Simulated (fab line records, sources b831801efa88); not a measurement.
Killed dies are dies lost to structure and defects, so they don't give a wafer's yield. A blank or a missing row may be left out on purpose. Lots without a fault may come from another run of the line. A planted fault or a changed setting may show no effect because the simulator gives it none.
fab line records | flow sky130
record lots=7 wafers=21 last_day=50
route steps=708 shown LI_CONTACT@371 LOCAL_INTERCONNECT@387 PAD_OPEN@708
lots that met no fault: from a run of the same line without faults
start_h: hours from the record's first day to the start of the lot's first wafer shown | wait_h: hours since the lot's step before | " the same as in the row above | L1.1+2: a row that stands for several wafers | - no value, or no start given | * or withheld: withheld | < > ~ a bound
route shown NAME@n: a module of which the file shows steps, and the number in the route of the first | usual: mean/standard deviation of fault-free wafers | same: alike in all rows | chamber/n: place in a boat | sites: the reading at each site | _std_site: their standard deviation | _edge_site: outer sites' mean less inner sites' | radius_mm: how far each site lies from the wafer's centre | mask NAME#n: copy n | behind: the tool/chamber that last shaped the wafer | hold: why the lot was held/for how many hours/how that ended | device: the transistor (n, p or np) that didn't switch | end of line: the same wafers' tests at the end of the route | a step without rows: its recipe alone | killed: dies lost to structure and defects at the first sort, not the wafer's yield | map: a wafer's dies, x killed, . not, _ none there
set.NAME: the setting as run; set.NAME@STEP: as run at that earlier step | model.NAME: the simulator's own value behind a step, which no gauge read
lots at some steps of the route; a table a step, a row a wafer
services: from which hour (start_h, from the record's first day; less than 0 if before it) a tool's chamber was out of use, for how many hours, and why
## steps
# step SKY_LI_CONTACT_EXPOSE_09
# recipe mask_id=LICM1 na=0.8 source_shape=annular sigma_inner=0.55 sigma_outer=0.85 target_cd_nm=170 dose_mj=38
# step SKY_LI_CONTACT_PEB_10
# recipe peb_temp_c=withheld peb_time_s=withheld resist=KrF-thick
# step SKY_LI_CONTACT_DEVELOP_11
# recipe develop_time_s=60 resist=KrF-thick dev_temp_c=21
# step SKY_LI_CONTACT_CD_MEAS_12
# recipe target_cd_nm=170
# usual cd_nm=170.0/1.6
# columns lot.wafer tool chamber start_h wait_h cd_nm
L327.1 cd_sem-01 - 700.64 - 169.2
L327.3 " - " " 168.9
L327.6 " - " " 169.7
L329.2 cd_sem-02 - 731.89 - 169.5
L329.5 " - " " 170.5
L329.6 " - " " 169.6
L330.3 cd_sem-02 - 733.48 - 169.0
L330.4 " - " " 169.2
L330.6 " - " " 168.7
L335.1 cd_sem-01 - 771.14 - 168.9
L335.2 " - " " 168.5
L335.4 " - " " 169.0
L338.3 cd_sem-01 - 806.97 - 170.1
L338.4 " - " " 170.6
L338.5 " - " " 171.3
L340.2 cd_sem-01 - 810.90 - 168.7
L340.5 " - " " 168.5
L340.6 " - " " 167.8
L343.3 cd_sem-02 - 844.23 - 169.4
L343.5 " - " " 170.2
L343.6 " - " " 170.0
# step SKY_LI_CONTACT_OVL_MEAS_13
# usual LI_CONTACT_OVL=-1/6
# columns lot.wafer tool chamber start_h wait_h LI_CONTACT_OVL[nm]
L327.1 overlay-01 - 700.76 0.1 2
L327.3 " - " " 9
L327.6 " - " " 5
L329.2 overlay-01 - 731.99 0.1 4
L329.5 " - " " -4
L329.6 " - " " 0
L330.3 overlay-02 - 733.57 0.1 -5
L330.4 " - " " 2
L330.6 " - " " -4
L335.1 overlay-01 - 771.26 0.1 -6
L335.2 " - " " -2
L335.4 " - " " -4
L338.3 overlay-02 - 807.06 0.1 -15
L338.4 " - " " -17
L338.5 " - " " -14
L340.2 overlay-02 - 811.00 0.1 0
L340.5 " - " " 8
L340.6 " - " " 4
L343.3 overlay-02 - 844.32 0.1 -4
L343.5 " - " " 4
L343.6 " - " " 3
# step SKY_LI_CONTACT_ETCH_14
# recipe chemistry=N2/H2 target=BARC ion_energy_ev=200 source_w=500 bias_w=100 pressure_mtorr=30 n2_flow_sccm=100 h2_flow_sccm=200 stop_on=SiO2 time_s=45.9 target_depth_a=600
# usual drypump_motor_current_A=5.8/0.46 oes_product_au=0.854/0.0051 rf_fwd_power_W=494.2/1.9 throttle_valve_pct=13.224/0.0086
# columns lot.wafer tool chamber start_h wait_h drypump_motor_current_A oes_product_au rf_fwd_power_W rf_hours_counter_h throttle_valve_pct
L327.1 rie_diel-01 0 700.80 0.0 6.3 0.854 492.0 10 13.209
L327.3 " 3 " " 5.9 0.867 494.2 7 13.220
L327.6 " 1 " " 5.4 0.853 490.2 - 13.220
L329.2 rie_diel-04 0 732.02 0.0 5.6 0.857 496.0 11 13.228
L329.5 " 2 " " 5.0 0.853 492.8 - 13.231
L329.6 " 3 " " 6.0 0.845 493.6 - 13.215
L330.3 rie_diel-01 3 733.60 0.0 5.9 0.859 493.0 8 13.211
L330.4 " 2 " " 5.9 0.864 494.5 10 13.226
L330.6 " 0 " " 6.3 0.848 493.7 - 13.231
L335.1 rie_diel-04 2 771.30 0.0 5.0 0.856 496.1 2 13.238
L335.2 " 1 " " 6.6 0.854 496.3 4 13.224
L335.4 " 0 " " 5.5 0.857 496.1 - 13.218
L338.3 rie_diel-02 0 807.08 0.0 4.8 0.860 494.7 8 13.230
L338.4 " 0 " " 4.8 0.854 491.5 - 13.226
L338.5 " 2 " " 5.8 0.848 489.4 - 13.227
L340.2 rie_diel-02 3 811.03 0.0 6.0 0.853 495.5 15 13.222
L340.5 " 2 " " 5.8 0.853 492.2 - 13.214
L340.6 " 1 " " 5.9 0.855 495.2 - 13.226
L343.3 rie_diel-02 1 844.35 0.0 5.9 0.857 494.2 24 13.211
L343.5 " 2 " " 5.7 0.860 492.8 - 13.221
L343.6 " 1 " " 5.9 0.848 492.2 - 13.242
# step SKY_LI_CONTACT_ETCH_15
# recipe target=PSG chemistry=C4F8/O2/Ar stop_on=Si taper_deg=4.15 mask_material=KrF-thick source_w=1500 bias_w=1200 pressure_mtorr=40 c4f8_flow_sccm=withheld O2_flow_sccm=6 Ar_flow_sccm=300 time_s=withheld target_depth_a=6000
# usual oes_product_au=0.837/0.0046 rf_fwd_power_W=1491/4.5
# columns lot.wafer tool chamber start_h wait_h oes_product_au rf_fwd_power_W
L327.1 rie_diel-01 0 700.84 0.0 0.836 1485
L327.3 " 3 " " 0.835 1485
L327.6 " 1 " " 0.837 1487
L329.2 rie_diel-04 0 732.06 0.0 0.832 1496
L329.5 " 2 " " 0.835 1496
L329.6 " 3 " " 0.838 1490
L330.3 rie_diel-01 3 733.64 0.0 0.846 1487
L330.4 " 2 " " 0.833 1494
L330.6 " 0 " " 0.845 1495
L335.1 rie_diel-04 2 771.34 0.0 0.844 1487
L335.2 " 1 " " 0.838 1494
L335.4 " 0 " " 0.838 1500
L338.3 rie_diel-02 0 807.13 0.0 0.842 1494
L338.4 " 0 " " 0.840 1497
L338.5 " 2 " " 0.839 1488
L340.2 rie_diel-02 3 811.08 0.0 0.832 1491
L340.5 " 2 " " 0.829 1487
L340.6 " 1 " " 0.836 1490
L343.3 rie_diel-02 1 844.39 0.0 0.832 1484
L343.5 " 2 " " 0.836 1484
L343.6 " 1 " " 0.833 1493
# step SKY_LI_CONTACT_STRIP_16
# recipe chemistry=O2/N2 power_w=1400 pressure_mtorr=1500 platen_temp_c=withheld o2_flow_sccm=3000 n2_flow_sccm=300 overash_fraction=0.5
# usual drypump_motor_current_A=5.69/0.16 o2_flow_sccm=3001/9.1 oes_product_au=0.374/0.0043 strip_time_to_endpoint_s=3.48/0.032
# same overash_fraction=0.5
# columns lot.wafer tool chamber start_h wait_h drypump_motor_current_A o2_flow_sccm oes_product_au rf_hours_counter_h strip_time_to_endpoint_s
L327.1 plasma_asher-03 1 700.92 - 5.91 3030 0.375 25 3.48
L327.3 " 0 " " 5.54 3000 0.376 - 3.53
L327.6 " 1 " " 5.91 3025 0.372 - 3.51
L329.2 plasma_asher-01 1 732.15 - 5.46 3003 0.372 102 3.46
L329.5 " 1 " " 5.47 2987 0.380 - 3.48
L329.6 " 0 " " 5.95 2995 0.369 - 3.45
L330.3 plasma_asher-02 0 733.76 - 5.65 3002 0.374 - 3.52
L330.4 " 1 " " 5.61 2996 0.372 - 3.48
L330.6 " 1 " " 5.63 2992 0.379 - 3.48
L335.1 plasma_asher-02 0 771.42 - 5.66 3005 0.372 67 3.46
L335.2 " 1 " " 5.61 2986 0.381 67 3.53
L335.4 " 1 " " 5.61 2990 0.367 - 3.47
L338.3 plasma_asher-03 1 807.25 - 5.90 3018 0.375 - 3.51
L338.4 " 0 " " 5.53 2994 0.371 - 3.53
L338.5 " 1 " " 5.93 3015 0.371 - 3.54
L340.2 plasma_asher-02 0 811.16 - 5.66 3005 0.370 71 3.44
L340.5 " 0 " " 5.66 3010 0.376 - 3.50
L340.6 " 1 " " 5.63 3001 0.372 - 3.50
L343.3 plasma_asher-02 1 844.51 - 5.64 3016 0.374 - 3.52
L343.5 " 1 " " 5.67 3002 0.376 - 3.48
L343.6 " 0 " " 5.66 2994 0.382 - 3.50
# step SKY_LI_CONTACT_CLEAN_17
# recipe chemistry=NMP time_s=600 temp_c=60 dry=n2_spin
# step SKY_LI_CONTACT_PRE_CLEAN_18
# recipe gas=Ar time_s=5.6 bias_v=358
# step SKY_LI_CONTACT_SPUTTER_19
# recipe material=Ti target_thk_nm=20 chamber_pressure_pa=5 power_w=2500 substrate_temp_c=200 time_s=106.37
# usual throttle_valve_pct=30.2/1.3
# columns lot.wafer tool chamber start_h wait_h throttle_valve_pct
L327.1 pvd_sputter-01 - 701.22 0.0 30.0
L327.3 " - " " 29.0
L327.6 " - " " 29.2
L329.2 pvd_sputter-01 - 732.44 0.0 30.6
L329.5 " - " " 30.0
L329.6 " - " " 30.4
L330.3 pvd_sputter-02 - 734.02 0.0 28.3
L330.4 " - " " 29.3
L330.6 " - " " 28.7
L335.1 pvd_sputter-03 - 771.73 0.0 28.5
L335.2 " - " " 31.0
L335.4 " - " " 30.6
L338.3 pvd_sputter-01 - 807.52 0.0 31.2
L338.4 " - " " 30.1
L338.5 " - " " 30.2
L340.2 pvd_sputter-01 - 811.46 0.0 30.4
L340.5 " - " " 30.1
L340.6 " - " " 30.5
L343.3 pvd_sputter-03 - 844.77 0.0 31.9
L343.5 " - " " 30.8
L343.6 " - " " 32.4
# step SKY_LI_CONTACT_SPUTTER_20
# recipe material=TiN target_thk_nm=20 chamber_pressure_pa=5 power_w=4000 time_s=80
# step SKY_LI_CONTACT_CVD_21
# recipe material=W target_thk_nm=400 time_s=120.56 temp_c=400 pressure_torr=40
# usual heater_power_outer_w=525/46 heater_power_w=862/91 susceptor_temp_C=400.01/0.24
# columns lot.wafer tool chamber start_h wait_h heater_power_outer_w heater_power_w susceptor_temp_C model.W_of_LI_CONTACT_CVD_21.thk_nm
L327.1 cvd_w-01 0 701.36 0.0 479 771 399.68 453.9
L327.3 " 1 " " 515 852 400.11 457.8
L327.6 " 0 " " 490 785 399.67 457.2
L329.2 cvd_w-01 1 732.58 0.0 524 852 399.78 452.7
L329.5 " 0 " " 474 785 399.98 456.9
L329.6 " 1 " " 513 851 399.80 458.9
L330.3 cvd_w-01 0 734.20 0.1 467 754 399.87 451.1
L330.4 " 1 " " 519 850 400.28 455.8
L330.6 " 0 " " 483 769 399.87 455.8
L335.1 cvd_w-02 0 771.87 0.0 546 906 399.82 396.9
L335.2 " 1 " " 624 1020 399.97 394.6
L335.4 " 1 " " 606 1014 400.22 398.9
L338.3 cvd_w-01 1 807.70 0.1 533 853 400.07 390.3
L338.4 " 0 " " 466 759 399.75 399.2
L338.5 " 1 " " 523 834 400.13 384.4
L340.2 cvd_w-01 1 811.59 0.0 526 876 399.90 396.1
L340.5 " 0 " " 476 756 399.94 407.9
L340.6 " 1 " " 539 860 399.48 396.8
L343.3 cvd_w-01 0 844.95 0.1 476 779 400.28 398.3
L343.5 " 0 " " 480 760 400.13 397.1
L343.6 " 1 " " 533 834 400.17 389.4
# step SKY_LI_CONTACT_RS_MEAS_22
# recipe thk_meas_gauge=four-point-probe reads=W_of_LI_CONTACT_CVD_21+TiN_of_LI_CONTACT_SPUTTER_20+Ti_of_LI_CONTACT_SPUTTER_19
# usual LI_CONTACT_W_RS=0.2862/0.003
# columns lot.wafer tool chamber start_h wait_h hold LI_CONTACT_W_RS[ohm/sq]
L327.1 film_metro-02 - 701.51 0.1 await_dispo/0.2h/release 0.2508
L327.3 " - " " await_dispo/0.2h/release 0.2486
L327.6 " - " " await_dispo/0.2h/release 0.2494
L327.1 film_metro-02 - 701.80 0.3 - 0.2507
L327.3 " - " " - 0.2492
L327.6 " - " " - 0.2491
L329.2 film_metro-03 - 732.73 0.1 await_dispo/0.2h/release 0.2515
L329.5 " - " " await_dispo/0.2h/release 0.2491
L329.6 " - " " await_dispo/0.2h/release 0.2476
L329.2 film_metro-03 - 733.01 0.3 - 0.2510
L329.5 " - " " - 0.2493
L329.6 " - " " - 0.2471
L330.3 film_metro-01 - 734.32 0.1 await_dispo/0.2h/release 0.2528
L330.4 " - " " await_dispo/0.2h/release 0.2498
L330.6 " - " " await_dispo/0.2h/release 0.2497
L330.3 film_metro-01 - 734.61 0.3 - 0.2525
L330.4 " - " " - 0.2496
L330.6 " - " " - 0.2497
L335.1 film_metro-01 - 772.00 0.1 - 0.2865
L335.2 " - " " - 0.2887
L335.4 " - " " - 0.2858
L338.3 film_metro-02 - 807.83 0.1 - 0.2919
L338.4 " - " " - 0.2847
L338.5 " - " " - 0.2966
L340.2 film_metro-03 - 811.74 0.1 - 0.2871
L340.5 " - " " - 0.2785
L340.6 " - " " - 0.2866
L343.3 film_metro-02 - 845.07 0.1 - 0.2856
L343.5 " - " " - 0.2868
L343.6 " - " " - 0.2927
# step SKY_LI_CONTACT_THK_MEAS_23
# recipe thk_meas_gauge=xrf reads=W_of_LI_CONTACT_CVD_21
# usual LI_CONTACT_W_THK=410/7.1
# columns lot.wafer tool chamber start_h wait_h hold LI_CONTACT_W_THK[nm]
L327.1 film_metro-02 - 704.14 2.3 await_dispo/0.2h/release 472
L327.3 " - " " await_dispo/0.2h/release 473
L327.6 " - " " await_dispo/0.2h/release 472
L327.1 film_metro-02 - 704.36 0.2 - 472
L327.3 " - " " - 479
L327.6 " - " " - 474
L329.2 film_metro-03 - 734.86 1.8 await_dispo/0.2h/release 475
L329.5 " - " " await_dispo/0.2h/release 481
L329.6 " - " " await_dispo/0.2h/release 479
L329.2 film_metro-03 - 735.08 0.2 - 473
L329.5 " - " " - 475
L329.6 " - " " - 477
L330.3 film_metro-01 - 738.66 4.0 await_dispo/0.2h/release 484
L330.4 " - " " await_dispo/0.2h/release 485
L330.6 " - " " await_dispo/0.2h/release 485
L330.3 film_metro-01 - 739.00 0.3 - 485
L330.4 " - " " - 491
L330.6 " - " " - 486
L335.1 film_metro-01 - 772.12 0.1 - 409
L335.2 " - " " - 408
L335.4 " - " " - 412
L338.3 film_metro-02 - 807.93 0.1 - 393
L338.4 " - " " - 406
L338.5 " - " " - 390
L340.2 film_metro-03 - 811.85 0.1 - 407
L340.5 " - " " - 418
L340.6 " - " " - 407
L343.3 film_metro-02 - 845.17 0.1 - 403
L343.5 " - " " - 403
L343.6 " - " " - 396
# step SKY_LI_CONTACT_CMP_24
# recipe stop_on=PSG t_overpolish_s=20 down_force_psi=3.5 platen_rpm=60 target_thk_nm=0 pad_velocity_m_s=0.94248
# usual motor_current_A=10.4/0.89 time_to_endpoint_s=96/3.1
# columns lot.wafer tool chamber start_h wait_h hold motor_current_A time_to_endpoint_s
L327.1 cmp-02 3 707.64 3.3 await_dispo/2.7h/release 9.9 112
L327.3 " 0 " " await_dispo/2.7h/release 10.6 111
L327.6 " 3 " " await_dispo/2.7h/release 10.4 112
L329.2 cmp-02 3 737.15 2.1 await_dispo/2.0h/release 10.0 111
L329.5 " 2 " " await_dispo/2.0h/release 11.2 108
L329.6 " 3 " " await_dispo/2.0h/release 10.0 109
L330.4 cmp-02 2 742.90 3.9 await_dispo/3.6h/release 11.5 112
L330.3 " 3 " " await_dispo/3.6h/release 10.1 114
L330.6 " 2 " " await_dispo/3.6h/release 11.5 110
L335.1 cmp-01 3 772.23 0.1 - 9.1 98
L335.2 " 0 " " - 11.6 96
L335.4 " 1 " " - 10.9 96
L338.4 cmp-01 2 807.97 0.0 - 10.5 93
L338.3 " 1 " " - 10.6 89
L338.5 " 2 " " - 10.0 92
L340.2 cmp-01 1 812.00 0.1 - 10.7 93
L340.5 " 3 " " - 9.5 98
L340.6 " 0 " " - 11.6 92
L343.3 cmp-01 3 845.31 0.1 - 9.5 97
L343.6 " 1 " " - 10.8 89
L343.5 " 2 " " - 10.5 93
# step SKY_LOCAL_INTERCONNECT_SPUTTER_00
# recipe material=TiN target_thk_nm=100 temp_c=300 power_w=6500 time_s=83.3 chamber_pressure_pa=0.4
# usual susceptor_temp_C=300.01/0.21 throttle_valve_pct=30.0/0.93
# columns lot.wafer tool chamber start_h wait_h susceptor_temp_C throttle_valve_pct
L327.1 pvd_sputter-02 - 707.94 0.2 299.62 29.1
L327.3 " - " " 299.57 28.9
L327.6 " - " " 300.16 31.8
L329.2 pvd_sputter-02 - 737.40 0.2 299.84 29.1
L329.5 " - " " 300.35 28.1
L329.6 " - " " 300.01 29.1
L330.3 pvd_sputter-01 - 743.15 0.1 300.12 30.3
L330.4 " - " " 299.79 31.1
L330.6 " - " " 300.05 30.2
L335.1 pvd_sputter-02 - 772.48 0.2 299.74 28.1
L335.2 " - " " 300.07 29.3
L335.4 " - " " 299.96 31.4
L338.3 pvd_sputter-04 - 808.27 0.1 299.82 30.6
L338.4 " - " " 300.31 29.7
L338.5 " - " " 299.59 30.4
L340.2 pvd_sputter-01 - 812.20 0.1 299.65 30.2
L340.5 " - " " 299.87 30.5
L340.6 " - " " 299.47 30.0
L343.3 pvd_sputter-01 - 845.51 0.1 300.09 30.1
L343.5 " - " " 299.92 30.2
L343.6 " - " " 299.93 31.3
# step SKY_PAD_OPEN_PROBE_99
# usual killed_at_M0_to_M3=44/7.2 killed_at_M4_up=3.0/1.9 killed_at_contacts=25/4.8 killed_at_front_end=16/4.2 killed_at_other=0.2/0.44 killed_dies=88/9.3 killed_open=48/7.1 killed_short=40/6.5
# same gross_dies=492 killed_at_back_side=0
# columns lot.wafer tool chamber start_h wait_h killed_at_M0_to_M3 killed_at_M4_up killed_at_contacts killed_at_front_end killed_at_other killed_dies killed_open killed_short
L327.1 prober-02 - 1098.41 0.1 40 5 20 16 0 81 39 42
L327.3 prober-02 - 1098.51 0.2 45 6 27 11 0 89 47 42
L327.6 prober-02 - 1098.66 0.2 56 1 15 19 0 91 53 38
L329.2 prober-01 - 1114.45 0.1 45 3 27 14 0 89 47 42
L329.5 prober-01 - 1114.60 0.2 49 3 25 16 1 94 60 34
L329.6 prober-01 - 1114.65 0.2 44 0 31 19 0 94 57 37
L338.3 prober-02 - 1166.25 0.2 50 4 21 15 0 90 49 41
L338.4 prober-02 - 1166.30 0.2 35 3 29 21 1 89 50 39
L338.5 prober-02 - 1166.35 0.2 40 1 27 12 0 80 42 38
# killed by level:class
L327.1 VIA1:geometric_particle:open=11 LOCAL_INTERCONNECT:geometric_particle:short=6 METAL2:geometric_particle:short=5 POLY_GATE:geometric_particle:short=5 METAL1:geometric_particle:short=5 VIA2:geometric_particle:open=5 VIA3:geometric_particle:open=5 FIELD_ISO:geometric_particle:short=4
L327.3 VIA1:geometric_particle:open=13 CONTACT:geometric_particle:open=9 VIA2:geometric_particle:open=8 FIELD_ISO:geometric_particle:short=6 LI_CONTACT:geometric_particle:open=5 LOCAL_INTERCONNECT:geometric_particle:short=5 METAL2:geometric_particle:short=5 METAL4:geometric_particle:short=5
L327.6 VIA1:geometric_particle:open=20 VIA2:geometric_particle:open=8 VIA3:geometric_particle:open=7 METAL2:geometric_particle:short=6 POLY_GATE:geometric_particle:short=5 CONTACT:geometric_particle:open=5 FIELD_ISO:geometric_particle:short=4 LI_CONTACT:geometric_particle:open=4
L329.2 VIA2:geometric_particle:open=10 CONTACT:geometric_particle:open=10 VIA1:geometric_particle:open=8 LI_CONTACT:geometric_particle:open=7 METAL2:geometric_particle:short=7 CONTACT:geometric_particle:short=6 VIA1:geometric_particle:short=5 VIA3:geometric_particle:open=5
L329.5 VIA1:geometric_particle:open=14 VIA3:geometric_particle:open=12 VIA2:geometric_particle:open=8 CONTACT:geometric_particle:open=7 LI_CONTACT:geometric_particle:open=7 FIELD_ISO:geometric_particle:open=4 LI_CONTACT:geometric_particle:short=4 CONTACT:geometric_particle:short=4
L329.6 VIA3:geometric_particle:open=11 CONTACT:geometric_particle:open=9 VIA2:geometric_particle:open=9 LI_CONTACT:geometric_particle:open=8 VIA1:geometric_particle:open=7 FIELD_ISO:geometric_particle:short=6 LI_CONTACT:geometric_particle:short=5 LOCAL_INTERCONNECT:geometric_particle:short=4
L338.3 VIA1:geometric_particle:open=10 METAL1:geometric_particle:short=8 CONTACT:geometric_particle:open=8 FIELD_ISO:geometric_particle:open=6 VIA2:geometric_particle:open=6 LOCAL_INTERCONNECT:geometric_particle:short=6 VIA1:geometric_particle:short=5 VIA2:geometric_particle:short=5
L338.4 LI_CONTACT:geometric_particle:open=10 CONTACT:geometric_particle:open=8 FIELD_ISO:geometric_particle:open=7 VIA1:geometric_particle:open=7 FIELD_ISO:geometric_particle:short=6 VIA2:geometric_particle:open=6 CONTACT:geometric_particle:short=5 METAL1:geometric_particle:short=4
L338.5 VIA1:geometric_particle:open=12 CONTACT:geometric_particle:open=10 CONTACT:geometric_particle:short=7 METAL2:geometric_particle:short=5 METAL1:geometric_particle:short=5 VIA1:geometric_particle:short=5 VIA3:geometric_particle:open=5 FIELD_ISO:geometric_particle:short=4
## services
# columns tool chamber start_h hours kind
rie_diel-01 2 676.88 3.9 repair
cvd_w-01 - 685.17 1.0 repair
rie_diel-01 - 686.83 2.8 pm
rie_diel-04 3 701.99 23.6 repair
cmp-01 - 714.75 5.1 repair
rie_diel-01 2 719.80 6.3 repair
rie_diel-04 1 725.20 24.6 repair
pvd_sputter-02 - 735.33 0.7 repair
cmp-02 - 744.00 4.0 pm
rie_diel-02 2 751.17 12.6 repair
cmp-02 - 755.60 2.5 repair
cmp-02 - 756.77 61.1 repair
cmp-02 - 767.53 1.0 repair
rie_diel-02 1 804.19 5.4 repair
cmp-02 - 806.56 2.3 repair
rie_diel-04 3 811.65 16.3 repair
rie_diel-01 2 813.37 1.3 repair
cmp-02 - 817.88 5.0 pm
cmp-01 - 822.86 5.5 pm
rie_diel-01 2 823.04 22.0 repair
rie_diel-02 1 826.38 1.7 repair
rie_diel-04 1 828.89 10.4 repair
pvd_sputter-01 - 831.25 1.7 repair
rie_diel-02 0 838.41 8.5 repair
## key
first_sign step=SKY_LI_CONTACT_RS_MEAS_22 reading=visit direction=added
effect step=SKY_LI_CONTACT_RS_MEAS_22 reading=LI_CONTACT_W_RS direction=down sigmas=12 usual=0.2862 struck=0.2499
effect step=SKY_LI_CONTACT_THK_MEAS_23 reading=visit direction=added
effect step=SKY_LI_CONTACT_THK_MEAS_23 reading=LI_CONTACT_W_THK direction=up sigmas=9.7 usual=410 struck=478
effect step=SKY_LI_CONTACT_CMP_24 reading=time_to_endpoint_s direction=up sigmas=4.9 usual=* struck=*
model_effect step=SKY_LI_CONTACT_CVD_21 value=W_of_LI_CONTACT_CVD_21.thk_nm without=398.9 struck=455.6
met_at SKY_LI_CONTACT_CVD_21
struck_wafers L327.1,L327.3,L327.6,L329.2,L329.5,L329.6,L330.3,L330.4,L330.6
tester_left_out L327,L329,L330
fault kind=process_parameter_drift tool=cvd_w-01 chamber=- onset_h=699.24 steps=SKY_LI_CONTACT_CVD_21 channel=target_thk_nm offset=56.69 shape=step end_h=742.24 acts_in=these_recipes_only stated=400
# tester_left_out: of these lots the tester's yield and bins aren't shown, on N5 and GAA mostly nor the transistor test; their killed dies are dies lost to structure and defects alone, not to doping, threshold or leakage, so they don't give the yield
